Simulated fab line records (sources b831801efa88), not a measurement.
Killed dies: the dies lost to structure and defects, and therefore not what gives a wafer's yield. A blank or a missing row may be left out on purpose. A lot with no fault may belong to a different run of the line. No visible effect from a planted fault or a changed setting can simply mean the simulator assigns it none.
Problem report in the 8D (eight disciplines) form, filled by code -- flow gf180mcu -- the parts of the form that need people (team, actions taken, sign-off) are left out

== 1. PROBLEM STATEMENT ==
MVPSD_RS at GF_VT_IMPLANT_RS_MEAS_49 reads a mean of 1204.1 ohm/sq on 3 wafers of 2 lots; wafers without a fault read 1168.9 ohm/sq with a standard deviation of 2.9. That is +12 standard deviations from the usual mean.
The step: measures by four-point-probe.
The first sign was on wafer L207.3 at day 9 20:28, on film_metro-01. The record has a number at this step for 36 wafers belonging to 12 lots. By rule, "out" or "out of limits" means more than 4 standard deviations away from the usual mean. The other wafers with a number count as sound.

== 2. WHAT THIS IS AND IS NOT ==
question,is,is not
which readings at this step,MVPSD_RS,-
which lots,"L207, L209","L199, L201, L202, L205, L206, L215, L217, L220, L221, L222"
which wafers of those lots,"L207.3, L207.5, L209.3","L207.4, L209.1, L209.6"
read on which gauges,"film_metro-01, film_metro-04",film_metro-02
when,from day 9 20:28,"up to then (16 sound wafers); but 17 sound wafers of L209, L215, L217, L220, L221, L222 came after"

== 3. WHAT RULES OUT EACH SUSPECT ==
Counting: a tool at a process step up to the reading stays a suspect if it ran every lot that is out. Sound lots after the first of them don't rule it out here, since some wafers of a struck lot are sound.
- ruled out: the gauge at GF_VT_IMPLANT_RS_MEAS_49. 2 gauges (film_metro-01, film_metro-04) read the wafers that are out.
- implanter-01 at GF_MVPSD_IMPLANT_08: kept. Ran every lot that is out, first one L207 (day 7 01:05); last sound lot up to then L206 (day 6 18:14).
Remaining after the count: implanter-01 at GF_MVPSD_IMPLANT_08.

== 4. THE CAUSE (what the simulator had put in) ==
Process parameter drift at GF_MVPSD_IMPLANT_08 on implanter-01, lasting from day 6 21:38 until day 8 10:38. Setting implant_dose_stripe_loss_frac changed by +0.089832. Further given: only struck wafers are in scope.
The count eliminated every tool but this one.

== 5. THE CHAIN OF EFFECTS, in route order ==
Rows list readings where the struck wafers' mean (over those with a number) sits beyond 3 standard deviations from the usual. Scope: only readings with a usual standard deviation given in the record; hours: median across lots of the time from each lot's start at the first step in this table that gives one to its start at this step; sigmas: change in usual standard deviations.
hours,step,reading,usual,on struck wafers,change,sigmas
0,GF_MVPSD_TW_MEAS_11,MVPSD_TW,554.8,545.7,-9.1,-3.0
68,GF_VT_IMPLANT_RS_MEAS_49,MVPSD_RS,1168.9 ohm/sq,1204.1,+35.2,+12

== 6. HOW IT WOULD HAVE BEEN CAUGHT EARLIER ==
71 hours passed between the start of the fault at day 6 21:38 and the first reading out of limits at a measuring or inspecting step in this record, taken at day 9 20:28.
No tool reading at GF_MVPSD_IMPLANT_08 that has a usual standard deviation in the record was out on any struck wafer, so an alarm limit of 4 standard deviations on those readings would not have fired.
Each of the lots that are out, 2 in all, had begun GF_MVPSD_IMPLANT_08 on implanter-01 no later than day 9 20:28. Tool hold at that time: it would have spared none of them.
